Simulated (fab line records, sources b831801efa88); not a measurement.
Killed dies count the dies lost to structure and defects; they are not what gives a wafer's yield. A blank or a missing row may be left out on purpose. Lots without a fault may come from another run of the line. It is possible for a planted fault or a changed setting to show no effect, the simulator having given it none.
fab line records	flow sky130
record lots=5	wafers=23
route steps=708 shown GATE_OXIDE@196 RES_PROTECT@209 POLY_GATE@213 LDD_N@239 LDD_P@261 LDD_LDN@300 POLY_CUT@309 SD_P@329 SD_N@352 LI_CONTACT@362
start_h: hours from the record's opening day to when the first of the lot's shown wafers began	wait_h: how many hours have passed since the lot's step before this one	" identical to the entry in the row above	L1.1+2: several wafers, shown together as one row	- either no value or no given start	* or withheld: withheld	< > ~ a bound
route shown NAME@n: NAME is a module with steps in the file, n the number in the route of the first one	usual: the fault-free wafers' mean and standard deviation	same: alike in all rows	chamber/n: place in a boat	sites: readings site by site	_std_site: their standard deviation	_edge_site: inner sites' mean taken away from outer sites' mean	radius_mm: how far each site lies from the wafer's centre	mask NAME#n: copy n	behind: the last tool/chamber to shape the wafer	hold: cause of the lot's hold/its duration in hours/its outcome	device: transistor that didn't switch, given as n, p or np	end of line: tests of these same wafers at the route's end	for a step that has no rows: nothing shown but its recipe	killed: at the first sort, the dies lost to defects and structure; wafer yield is something else	map: the dies of a wafer, with x for killed, . for not killed, _ for no die there
set.NAME: the setting the step ran with; set.NAME@STEP: the setting that earlier step ran with	model.NAME: the simulator's own value behind a step, which no gauge read
lots where settings were altered on purpose, with a table for each step and a row for each wafer
## steps
# step SKY_GATE_OXIDE_DEVELOP_09
# recipe resist=NOVOLAK	developer=TMAH	develop_time_s=60	dev_temp_c=23
lot.wafer	tool	chamber	start_h	wait_h	set.develop_time_s
L074.1+2+3+4+6	litho_track-02	0	337.33	0.1	60
L076.2+5	litho_track-02	0	341.96	0.1	60
L076.3+4+6	"	0	"	"	67.84
L078.1+2+3+4+6	litho_track-03	0	359.98	0.1	60
L080.2+4+6	litho_track-03	0	374.50	0.1	60
L084.1+2+3+4+6	litho_track-02	0	390.83	0.1	60
# step SKY_GATE_OXIDE_IMPLANT_11
# recipe species=B	energy_kev=10	dose_cm2=2.6e+12	tilt_deg=withheld
# step SKY_GATE_OXIDE_WET_ETCH_12
# recipe chemistry=dHF	target_depth_nm=16.8	dry=n2_spin	target=SiO2	dilution=100:1	temp_c=25	time_s=336
# step SKY_GATE_OXIDE_STRIP_13
# recipe chemistry=O2/N2	power_w=1400	pressure_mtorr=1500	platen_temp_c=withheld	o2_flow_sccm=3000	n2_flow_sccm=300	overash_fraction=0.5
# usual strip_time_to_endpoint_s=14.18/0.037
lot.wafer	tool	chamber	start_h	wait_h	set.resist_thk_nm@GATE_OXIDE_COAT_05	strip_time_to_endpoint_s
L074.1	plasma_asher-01	0	337.77	0.0	1140	14.17
L074.2	"	1	"	"	1140	14.18
L074.3	"	1	"	"	1140	14.23
L074.4	"	0	"	"	1140	14.18
L074.6	"	0	"	"	1140	14.18
L076.2	plasma_asher-01	0	342.37	0.0	1158	14.40
L076.3	"	1	"	"	1140	14.20
L076.4	"	0	"	"	1140	14.18
L076.5	"	0	"	"	1140	14.23
L076.6	"	1	"	"	1158	14.38
L078.1	plasma_asher-03	1	360.42	0.0	1140	14.22
L078.2	"	0	"	"	1197	14.86
L078.3	"	1	"	"	1140	14.19
L078.4	"	0	"	"	1140	14.18
L078.6	"	0	"	"	1197	14.87
L080.2	plasma_asher-03	1	374.92	0.0	1140	14.17
L080.4	"	1	"	"	1140	14.21
L080.6	"	0	"	"	1140	14.17
L084.1	plasma_asher-04	0	391.27	0.0	1088	13.60
L084.2	"	1	"	"	1140	14.19
L084.3	"	1	"	"	1088	13.59
L084.4	"	0	"	"	1140	14.18
L084.6	"	1	"	"	1140	14.19
# step SKY_RES_PROTECT_SOFTBAKE_03
# recipe temp_c=90	time_s=60	resist=NOVOLAK
lot.wafer	tool	chamber	start_h	wait_h	set.temp_c
L074.1+2+3	litho_track-01	0	356.59	0.1	92.88
L074.4+6	"	0	"	"	90
L076.2+3	litho_track-04	0	360.18	0.1	90
L076.4+5+6	"	0	"	"	86.91
L078.1+3+6	litho_track-01	0	378.39	0.1	90
L078.2+4	"	0	"	"	93.7
L080.2+4+6	litho_track-01	0	397.06	0.1	90
L084.1+2+6	litho_track-01	0	408.74	0.1	86.68
L084.3+4	"	0	"	"	90
# step SKY_RES_PROTECT_DEVELOP_06
# recipe resist=NOVOLAK	developer=TMAH	develop_time_s=60	dev_temp_c=23
lot.wafer	tool	chamber	start_h	wait_h	set.dev_temp_c	set.temp_c@RES_PROTECT_SOFTBAKE_03	model.NOVOLAK_of_RES_PROTECT_COAT_02.thk_nm
L074.1	litho_track-04	0	370.56	0.1	22.02	92.88	1131
L074.2	"	0	"	"	22.02	92.88	1133
L074.3	"	0	"	"	23	92.88	1131
L074.4	"	0	"	"	23	90	1146
L074.6	"	0	"	"	22.02	90	1146
L076.2+3	litho_track-03	0	375.10	0.1	23	90	1145
L076.4	"	0	"	"	23	86.91	1154
L076.5	"	0	"	"	23	86.91	1153
L076.6	"	0	"	"	23	86.91	1155
L078.1	litho_track-04	0	392.71	0.1	20.88	90	1140
L078.2	"	0	"	"	20.88	93.7	1130
L078.3	"	0	"	"	23	90	1141
L078.4	"	0	"	"	23	93.7	1132
L078.6	"	0	"	"	23	90	1139
L080.2	litho_track-03	0	412.10	0.1	23	90	1138
L080.4	"	0	"	"	23	90	1136
L080.6	"	0	"	"	23	90	1137
L084.1	litho_track-03	0	423.78	0.1	23	86.68	1144
L084.2	"	0	"	"	23	86.68	1145
L084.3	"	0	"	"	23	90	1135
L084.4	"	0	"	"	23	90	1137
L084.6	"	0	"	"	23	86.68	1149
# step SKY_POLY_GATE_IMPLANT_02
# recipe species=P	energy_kev=30	dose_cm2=7.824e+15	tilt_deg=0
# step SKY_RES_PROTECT_STRIP_07
# recipe chemistry=O2/N2	power_w=1400	pressure_mtorr=1500	platen_temp_c=withheld	o2_flow_sccm=3000	n2_flow_sccm=300	overash_fraction=0.5
# usual strip_time_to_endpoint_s=23.36/0.036
lot.wafer	tool	chamber	start_h	wait_h	set.temp_c@RES_PROTECT_SOFTBAKE_03	strip_time_to_endpoint_s
L074.1	plasma_asher-04	0	370.86	0.1	92.88	23.26
L074.2	"	1	"	"	92.88	23.28
L074.3	"	0	"	"	92.88	23.25
L074.4	"	1	"	"	90	23.43
L074.6	"	1	"	"	90	23.42
L076.2	plasma_asher-02	0	375.38	0.1	90	23.40
L076.3	"	0	"	"	90	23.40
L076.4	"	1	"	"	86.91	23.50
L076.5	"	1	"	"	86.91	23.49
L076.6	"	0	"	"	86.91	23.48
L078.1	plasma_asher-02	0	393.01	0.1	90	23.37
L078.2	"	1	"	"	93.7	23.26
L078.3	"	0	"	"	90	23.39
L078.4	"	1	"	"	93.7	23.29
L078.6	"	1	"	"	90	23.35
L080.2	plasma_asher-03	0	412.38	0.1	90	23.37
L080.4	"	0	"	"	90	23.33
L080.6	"	0	"	"	90	23.36
L084.1	plasma_asher-03	0	424.08	0.1	86.68	23.43
L084.2	"	1	"	"	86.68	23.45
L084.3	"	1	"	"	90	23.31
L084.4	"	0	"	"	90	23.33
L084.6	"	1	"	"	86.68	23.50
# step SKY_POLY_GATE_ETCH_17
# recipe target_depth_nm=180	stop_on=SiO2	over_etch_frac=0.56667	chemistry=HBr/Cl2	target=poly-Si	icp_w=400	bias_w=100	pressure_mtorr=10	HBr_flow_sccm=150	Cl2_flow_sccm=50	time_s=70.5
lot.wafer	tool	chamber	start_h	wait_h	set.time_s	model.POLY_GATE.feature_depth_nm
L074.1	rie_si-02	3	402.19	0.0	70.5	177.7
L074.2	"	1	"	"	73.7	179.8
L074.3	"	2	"	"	73.7	179.7
L074.4	"	0	"	"	73.7	180.8
L074.6	"	0	"	"	70.5	178.3
L076.2+3	rie_si-02	3,1	407.72	0.0	65.85	165.9
L076.4	"	2	"	"	65.85	163.1
L076.5	"	1	"	"	70.5	178.1
L076.6	"	2	"	"	70.5	175.7
L078.1	rie_si-01	2	427.24	0.0	73.82	178.6
L078.2	"	1	"	"	70.5	176.6
L078.3	"	3	"	"	70.5	178.8
L078.4	"	0	"	"	73.82	178.3
L078.6	"	1	"	"	73.82	178.4
L080.2	rie_si-01	2	448.77	0.0	70.5	179.5
L080.4+6	"	0,2	"	"	70.5	178.9
L084.1	rie_si-02	0	457.04	0.0	70.5	178.7
L084.2	"	2	"	"	70.5	173.1
L084.3	"	3	"	"	63.18	158.3
L084.4	"	1	"	"	63.18	157.7
L084.6	"	0	"	"	63.18	159.9
# step SKY_LDD_N_COAT_02
# recipe resist=NOVOLAK	spin_rpm=3000	resist_thk_nm=300
lot.wafer	tool	chamber	start_h	wait_h	set.resist_thk_nm	model.NOVOLAK_of_LDD_N_COAT_02.thk_nm
L074.1	litho_track-02	0	418.83	0.1	314.5	316.3
L074.2	"	0	"	"	300	301.4
L074.3	"	0	"	"	314.5	315.9
L074.4	"	0	"	"	300	301.5
L074.6	"	0	"	"	314.5	316
L076.2	litho_track-02	0	425.51	0.1	311.8	312.4
L076.3	"	0	"	"	300	300.4
L076.4	"	0	"	"	311.8	313.2
L076.5	"	0	"	"	300	301
L076.6	"	0	"	"	311.8	312
L078.1+2	litho_track-01	0	448.09	0.1	300	299.1
L078.3	"	0	"	"	300	299.3
L078.4	"	0	"	"	300	299
L078.6	"	0	"	"	300	298.9
L080.2	litho_track-03	0	466.25	0.1	300	299.7
L080.4	"	0	"	"	300	299.3
L080.6	"	0	"	"	300	300
L084.1	litho_track-02	0	474.58	0.1	300	300.2
L084.2	"	0	"	"	300	300
L084.3	"	0	"	"	300	299.8
L084.4+6	"	0	"	"	300	301
# step SKY_LDD_N_DEVELOP_06
# recipe develop_time_s=60	dev_temp_c=23
lot.wafer	tool	chamber	start_h	wait_h	set.dev_temp_c
L074.1+2+3	litho_track-03	0	434.58	0.1	23
L074.4+6	"	0	"	"	21.99
L076.2+5+6	litho_track-01	0	441.01	0.1	19.54
L076.3+4	"	0	"	"	23
L078.1+6	litho_track-02	0	463.78	0.1	23
L078.2+3+4	"	0	"	"	20.57
L080.2+4+6	litho_track-02	0	481.56	0.1	23
L084.1+2+3	litho_track-02	0	490.23	0.1	25.95
L084.4+6	"	0	"	"	23
# step SKY_LDD_N_IMPLANT_08
# recipe species=As	energy_kev=20	dose_cm2=7.5e+13	tilt_deg=withheld	rotation_deg=23
# step SKY_LDD_N_IMPLANT_14
# recipe species=BF2	energy_kev=50	dose_cm2=5e+12	tilt_deg=30	rotation_deg=180
# step SKY_LDD_N_IMPLANT_15
# recipe species=BF2	energy_kev=50	dose_cm2=5e+12	tilt_deg=30	rotation_deg=270
# step SKY_LDD_N_STRIP_16
# recipe chemistry=O2/N2	power_w=1400	pressure_mtorr=1500	platen_temp_c=withheld	o2_flow_sccm=3000	n2_flow_sccm=300	overash_fraction=0.5
# usual strip_time_to_endpoint_s=4.319/0.017
lot.wafer	tool	chamber	start_h	wait_h	set.resist_thk_nm@LDD_N_COAT_02	strip_time_to_endpoint_s
L074.1	plasma_asher-03	1	435.96	0.1	314.5	4.509
L074.2	"	0	"	"	300	4.327
L074.3	"	0	"	"	314.5	4.527
L074.4	"	1	"	"	300	4.334
L074.6	"	0	"	"	314.5	4.517
L076.2	plasma_asher-01	1	442.37	0.1	311.8	4.475
L076.3	"	1	"	"	300	4.317
L076.4	"	0	"	"	311.8	4.489
L076.5	"	1	"	"	300	4.310
L076.6	"	0	"	"	311.8	4.457
L078.1	plasma_asher-02	1	465.17	0.1	300	4.295
L078.2	"	0	"	"	300	4.317
L078.3	"	1	"	"	300	4.309
L078.4	"	0	"	"	300	4.309
L078.6	"	1	"	"	300	4.306
L080.2	plasma_asher-03	1	482.92	0.1	300	4.319
L080.4	"	0	"	"	300	4.300
L080.6	"	0	"	"	300	4.311
L084.1	plasma_asher-01	0	491.62	0.1	300	4.311
L084.2	"	1	"	"	300	4.333
L084.3	"	1	"	"	300	4.336
L084.4	"	0	"	"	300	4.329
L084.6	"	1	"	"	300	4.309
# step SKY_LDD_P_DEVELOP_06
# recipe resist=NOVOLAK	developer=TMAH	develop_time_s=60	dev_temp_c=23
lot.wafer	tool	chamber	start_h	wait_h	set.develop_time_s
L074.1+4+6	litho_track-02	0	466.08	0.1	60
L074.2+3	"	0	"	"	63.14
L076.2+3+5	litho_track-04	0	472.93	0.1	60
L076.4+6	"	0	"	"	62.87
L078.1+3	litho_track-04	0	496.55	0.1	63.23
L078.2+4+6	"	0	"	"	60
L080.2+4+6	litho_track-04	0	513.78	0.1	60
L084.1+6	litho_track-02	0	522.68	0.1	60
L084.2+3+4	"	0	"	"	67.79
# step SKY_LDD_P_CD_MEAS_07
# recipe target_cd_nm=380
# usual cd_nm=380.2/2.9
lot.wafer	tool	chamber	start_h	wait_h	set.develop_time_s@LDD_P_DEVELOP_06	cd_nm
L074.1	cd_sem-02	-	466.23	0.1	60	382.6
L074.2	"	-	"	"	63.14	386.1
L074.3	"	-	"	"	63.14	385.0
L074.4	"	-	"	"	60	380.6
L074.6	"	-	"	"	60	381.0
L076.2	cd_sem-02	-	473.07	0.1	60	378.3
L076.3	"	-	"	"	60	376.9
L076.4	"	-	"	"	62.87	381.1
L076.5	"	-	"	"	60	379.9
L076.6	"	-	"	"	62.87	386.2
L078.1	cd_sem-01	-	496.70	0.1	63.23	388.0
L078.2	"	-	"	"	60	382.3
L078.3	"	-	"	"	63.23	387.0
L078.4	"	-	"	"	60	381.8
L078.6	"	-	"	"	60	383.9
L080.2	cd_sem-01	-	513.92	0.1	60	373.8
L080.4	"	-	"	"	60	375.2
L080.6	"	-	"	"	60	378.9
L084.1	cd_sem-01	-	522.83	0.1	60	375.5
L084.2	"	-	"	"	67.79	388.0
L084.3	"	-	"	"	67.79	389.4
L084.4	"	-	"	"	67.79	388.9
L084.6	"	-	"	"	60	376.2
# step SKY_LDD_LDN_IMPLANT_11
# recipe species=As	energy_kev=15	dose_cm2=1.25e+13	tilt_deg=withheld	rotation_deg=293
lot.wafer	tool	chamber	start_h	wait_h	set.energy_kev	model.implant.rp_nm	model.implant.drp_nm
L074.1+2+3+4+6	implanter-01	0	558.77	0.1	15	12.64	5.933
L076.2+4	implanter-02	0	565.59	0.1	14.24	12.89	5.724
L076.3+5+6	"	0	"	"	15	12.99	5.933
L078.1+2+3	implanter-03	0	588.06	0.1	14.26	12.55	5.729
L078.4+6	"	0	"	"	15	12.65	5.933
L080.2+4+6	implanter-01	0	605.44	0.1	15	12.8	5.933
L084.1+4+6	implanter-03	0	611.32	0.1	15	12.61	5.933
L084.2+3	"	0	"	"	15.89	13.14	6.167
# step SKY_POLY_CUT_COAT_02
# recipe resist=BARC	temp_c=withheld	time_s=withheld	spin_rpm=3000	resist_thk_nm=60
lot.wafer	tool	chamber	start_h	wait_h	set.spin_rpm
L074.1+2+6	litho_track-03	0	575.72	0.1	2787
L074.3+4	"	0	"	"	3000
L076.2+3+5	litho_track-04	0	581.33	0.1	3000
L076.4+6	"	0	"	"	2895
L078.1+6	litho_track-04	0	604.25	0.1	3148
L078.2+3+4	"	0	"	"	3000
L080.2+4+6	litho_track-04	0	620.98	0.1	3000
L084.1+6	litho_track-03	0	628.22	0.1	2873
L084.2+3+4	"	0	"	"	3000
# step SKY_POLY_CUT_ETCH_10
# recipe chemistry=N2/H2	target=BARC	ion_energy_ev=200	source_w=500	bias_w=100	pressure_mtorr=30	n2_flow_sccm=100	h2_flow_sccm=200	stop_on=SiO2	time_s=45.9	target_depth_a=600
# usual oes_product_au=0.854/0.0047
lot.wafer	tool	chamber	start_h	wait_h	set.bias_w	set.spin_rpm@POLY_CUT_COAT_02	oes_product_au
L074.1	rie_diel-03	1	590.51	0.0	100	2787	0.862
L074.2	"	2	"	"	100	2787	0.870
L074.3	"	0	"	"	93.39	3000	0.852
L074.4	"	1	"	"	100	3000	0.846
L074.6	"	2	"	"	93.39	2787	0.863
L076.2	rie_diel-03	0	596.94	0.0	88.48	3000	0.856
L076.3	"	1	"	"	100	3000	0.851
L076.4	"	2	"	"	88.48	2895	0.863
L076.5	"	2	"	"	100	3000	0.857
L076.6	"	1	"	"	88.48	2895	0.870
L078.1	rie_diel-03	1	618.84	0.0	100	3148	0.842
L078.2	"	0	"	"	103.2	3000	0.852
L078.3	"	2	"	"	103.2	3000	0.854
L078.4	"	3	"	"	100	3000	0.859
L078.6	"	2	"	"	103.2	3148	0.843
L080.2	rie_diel-02	0	636.03	0.0	100	3000	0.858
L080.4	"	2	"	"	100	3000	0.857
L080.6	"	0	"	"	100	3000	0.850
L084.1	rie_diel-03	3	641.93	0.0	100	2873	0.863
L084.2	"	2	"	"	100	3000	0.855
L084.3	"	1	"	"	89.65	3000	0.863
L084.4	"	0	"	"	100	3000	0.858
L084.6	"	2	"	"	89.65	2873	0.868
# step SKY_SD_P_IMPLANT_09
# recipe species=BF2	energy_kev=20	dose_cm2=3e+15	tilt_deg=0
lot.wafer	tool	chamber	start_h	wait_h	set.energy_kev	model.implant.rp_nm	model.implant.drp_nm
L074.1+6	implanter-04	0	619.64	0.0	19.4	16.3	9.54
L074.2+3+4	"	0	"	"	20	16.69	9.746
L076.2+3+6	implanter-03	0	625.82	0.0	20	17.42	9.746
L076.4+5	"	0	"	"	19.16	16.85	9.457
L078.1+2+3+4+6	implanter-04	0	647.43	0.0	20	17.48	9.746
L080.2+4+6	implanter-03	0	664.36	0.0	20	17.53	9.746
L084.1+2+3+4+6	implanter-01	0	670.23	0.0	20	17.52	9.746
# step SKY_SD_N_IMPLANT_10
# recipe species=P	energy_kev=20	dose_cm2=1e+14	tilt_deg=0
lot.wafer	tool	chamber	start_h	wait_h	set.energy_kev	model.implant.rp_nm	model.implant.drp_nm
L074.1+3	implanter-04	0	676.99	0.1	20	27.66	13
L074.2+4+6	"	0	"	"	21.03	28.61	13.4
L076.2+5+6	implanter-01	0	683.06	0.1	20	28.76	13
L076.3+4	"	0	"	"	21.17	29.89	13.45
L078.1+2+6	implanter-01	0	702.94	0.1	19.63	27.61	12.85
L078.3+4	"	0	"	"	20	27.96	13
L080.2+4+6	implanter-01	0	719.21	0.1	20	29.04	13
L084.1+2+3+4+6	implanter-04	0	726.13	0.1	20	28.43	13
# step SKY_SD_N_STRIP_11
# recipe chemistry=O2/N2	power_w=1400	pressure_mtorr=1500	platen_temp_c=withheld	o2_flow_sccm=3000	n2_flow_sccm=300	overash_fraction=0.5
# step SKY_SD_N_RS_MEAS_17
# recipe thk_meas_gauge=four-point-probe
# usual SD_P_RS=147.2/0.39
lot.wafer	tool	chamber	start_h	wait_h	set.energy_kev@SD_P_IMPLANT_09	SD_P_RS[ohm/sq]
L074.1	film_metro-02	-	677.65	0.1	19.4	149.3
L074.2	"	-	"	"	20	147.1
L074.3	"	-	"	"	20	147.4
L074.4	"	-	"	"	20	147.3
L074.6	"	-	"	"	19.4	149.1
L076.2	film_metro-02	-	683.70	0.1	20	147.4
L076.3	"	-	"	"	20	147.4
L076.4	"	-	"	"	19.16	150.5
L076.5	"	-	"	"	19.16	150.6
L076.6	"	-	"	"	20	147.4
L078.1	film_metro-02	-	703.60	0.1	20	147.2
L078.2	"	-	"	"	20	147.0
L078.3	"	-	"	"	20	146.7
L078.4	"	-	"	"	20	147.0
L078.6	"	-	"	"	20	146.4
L080.2	film_metro-03	-	719.87	0.1	20	146.5
L080.4	"	-	"	"	20	147.0
L080.6	"	-	"	"	20	146.4
L084.1	film_metro-02	-	726.86	0.1	20	147.0
L084.2	"	-	"	"	20	147.0
L084.3	"	-	"	"	20	146.8
L084.4	"	-	"	"	20	146.9
L084.6	"	-	"	"	20	146.9
# step SKY_LI_CONTACT_HDPCVD_00
# recipe material=PSG	target_thk_nm=930	sigma_open_frac=0.3	time_s=155	temp_c=600	sih4_flow_sccm=60	pressure_mtorr=6
lot.wafer	tool	chamber	start_h	wait_h	set.time_s	model.PSG_of_LI_CONTACT_HDPCVD_00.thk_nm
L074.1	hdpcvd-02	0	677.95	0.0	172.5	1034
L074.2	"	1	"	"	172.5	1041
L074.3	"	2	"	"	155	923.5
L074.4	"	0	"	"	172.5	1031
L074.6	"	2	"	"	155	928.3
L076.2	hdpcvd-01	1	683.94	0.0	155	945.4
L076.3	"	2	"	"	132.4	806.9
L076.4	"	1	"	"	132.4	827.6
L076.5	"	2	"	"	132.4	806.6
L076.6	"	0	"	"	155	940.3
L078.1	hdpcvd-01	0	703.86	0.0	162.3	977.9
L078.2	"	1	"	"	155	945.4
L078.3	"	2	"	"	162.3	978.3
L078.4	"	2	"	"	155	931.4
L078.6	"	1	"	"	155	954.7
L080.2	hdpcvd-02	2	720.10	0.0	155	931.8
L080.4	"	2	"	"	155	933.5
L080.6	"	1	"	"	155	946.1
L084.1	hdpcvd-01	1	727.12	0.0	167.7	1014
L084.2	"	2	"	"	155	928.8
L084.3	"	0	"	"	155	921.5
L084.4	"	1	"	"	167.7	1016
L084.6	"	0	"	"	167.7	1012
# step SKY_LI_CONTACT_THK_MEAS_01
# recipe reads=PSG_of_LI_CONTACT_HDPCVD_00
# usual LI_CONTACT_HDPCVD_THK=937/7.6
lot.wafer	tool	chamber	start_h	wait_h	set.time_s@LI_CONTACT_HDPCVD_00	LI_CONTACT_HDPCVD_THK[nm]
L074.1	film_metro-02	-	678.05	0.1	172.5	1033
L074.2	"	-	"	"	172.5	1040
L074.3	"	-	"	"	155	924
L074.4	"	-	"	"	172.5	1031
L074.6	"	-	"	"	155	929
L076.2	film_metro-04	-	684.05	0.1	155	945
L076.3	"	-	"	"	132.4	807
L076.4	"	-	"	"	132.4	829
L076.5	"	-	"	"	132.4	806
L076.6	"	-	"	"	155	940
L078.1	film_metro-03	-	703.96	0.1	162.3	978
L078.2	"	-	"	"	155	945
L078.3	"	-	"	"	162.3	979
L078.4	"	-	"	"	155	932
L078.6	"	-	"	"	155	954
L080.2	film_metro-04	-	720.22	0.1	155	932
L080.4	"	-	"	"	155	934
L080.6	"	-	"	"	155	946
L084.1	film_metro-03	-	727.22	0.1	167.7	1014
L084.2	"	-	"	"	155	929
L084.3	"	-	"	"	155	922
L084.4	"	-	"	"	167.7	1017
L084.6	"	-	"	"	167.7	1012
# step SKY_LI_CONTACT_CMP_02
# recipe material=PSG	down_force_psi=4	platen_rpm=60	pad_velocity_m_s=0.94248
# usual time_to_endpoint_s=33/3.1
lot.wafer	tool	chamber	start_h	wait_h	set.time_s@LI_CONTACT_HDPCVD_00	time_to_endpoint_s
L074.2	cmp-02	2	678.11	0.0	172.5	41
L074.3	"	3	"	"	155	33
L074.4	"	0	"	"	172.5	46
L074.1	"	1	"	"	172.5	45
L074.6	"	3	"	"	155	34
L076.3	cmp-01	3	684.10	0.0	132.4	19
L076.4	"	0	"	"	132.4	23
L076.2	"	1	"	"	155	34
L076.5	"	3	"	"	132.4	18
L076.6	"	0	"	"	155	34
L078.3	cmp-02	3	704.02	0.0	162.3	36
L078.2	"	0	"	"	155	36
L078.4	"	1	"	"	155	36
L078.1	"	2	"	"	162.3	33
L078.6	"	0	"	"	155	37
L080.2	cmp-02	1	720.32	0.1	155	35
L080.4	"	2	"	"	155	29
L080.6	"	0	"	"	155	35
L084.4	cmp-02	0	727.36	0.1	167.7	44
L084.1	"	1	"	"	167.7	42
L084.3	"	2	"	"	155	26
L084.2	"	3	"	"	155	29
L084.6	"	0	"	"	167.7	39
## key
split step=SKY_GATE_OXIDE_DEVELOP_09	setting=develop_time_s	stated=60	by=wafer
response none clear
split step=SKY_RES_PROTECT_SOFTBAKE_03	setting=temp_c	stated=90	by=wafer
response step=SKY_RES_PROTECT_DEVELOP_06	reading=model.NOVOLAK_of_RES_PROTECT_COAT_02.thk_nm	change=-2.87	per=1%	r=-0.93
response step=SKY_RES_PROTECT_STRIP_07	reading=strip_time_to_endpoint_s	change=*	per=1%	r=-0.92
split step=SKY_RES_PROTECT_DEVELOP_06	setting=dev_temp_c	stated=23	by=wafer
response none clear
split step=SKY_POLY_GATE_ETCH_17	setting=time_s	stated=70.5	by=wafer
response step=SKY_POLY_GATE_ETCH_17	reading=model.POLY_GATE.feature_depth_nm	change=+1.4	per=1%	r=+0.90
split step=SKY_LDD_N_COAT_02	setting=resist_thk_nm	stated=300	by=wafer
response step=SKY_LDD_N_COAT_02	reading=model.NOVOLAK_of_LDD_N_COAT_02.thk_nm	change=+3.01	per=1%	r=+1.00
response step=SKY_LDD_N_STRIP_16	reading=strip_time_to_endpoint_s	change=*	per=1%	r=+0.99
split step=SKY_LDD_N_DEVELOP_06	setting=dev_temp_c	stated=23	by=wafer
response none clear
split step=SKY_LDD_P_DEVELOP_06	setting=develop_time_s	stated=60	by=wafer
response step=SKY_LDD_P_CD_MEAS_07	reading=cd_nm	change=+0.97	per=1%	r=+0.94
split step=SKY_LDD_LDN_IMPLANT_11	setting=energy_kev	stated=15	by=wafer
response step=SKY_LDD_LDN_IMPLANT_11	reading=model.implant.rp_nm	shape=bent	at_lowest=12.89	at_stated=12.73	at_highest=13.14
response step=SKY_LDD_LDN_IMPLANT_11	reading=model.implant.drp_nm	change=+0.0405	per=1%	r=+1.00
split step=SKY_POLY_CUT_COAT_02	setting=spin_rpm	stated=3000	by=wafer
response step=SKY_POLY_CUT_ETCH_10	reading=oes_product_au	change=-0.00235	per=1%	r=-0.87
split step=SKY_POLY_CUT_ETCH_10	setting=bias_w	stated=100	by=wafer
response none clear
split step=SKY_SD_P_IMPLANT_09	setting=energy_kev	stated=20	by=wafer
response step=SKY_SD_P_IMPLANT_09	reading=model.implant.rp_nm	change=+0.135	per=1%	r=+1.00
response step=SKY_SD_P_IMPLANT_09	reading=model.implant.drp_nm	change=+0.0689	per=1%	r=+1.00
response step=SKY_SD_N_RS_MEAS_17	reading=SD_P_RS	change=-0.724	per=1%	r=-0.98
split step=SKY_SD_N_IMPLANT_10	setting=energy_kev	stated=20	by=wafer
response step=SKY_SD_N_IMPLANT_10	reading=model.implant.rp_nm	change=+0.189	per=1%	r=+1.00
response step=SKY_SD_N_IMPLANT_10	reading=model.implant.drp_nm	change=+0.0776	per=1%	r=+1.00
split step=SKY_LI_CONTACT_HDPCVD_00	setting=time_s	stated=155	by=wafer
response step=SKY_LI_CONTACT_HDPCVD_00	reading=model.PSG_of_LI_CONTACT_HDPCVD_00.thk_nm	change=+9.33	per=1%	r=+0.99
response step=SKY_LI_CONTACT_THK_MEAS_01	reading=LI_CONTACT_HDPCVD_THK	change=+9.31	per=1%	r=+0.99
response step=SKY_LI_CONTACT_CMP_02	reading=time_to_endpoint_s	change=*	per=1%	r=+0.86
split outside_this_file step=SKY_GATE_OXIDE_COAT_05 setting=resist_thk_nm
# split outside_this_file: this setting was split too, and the file shows its column; the key of that split is in another file
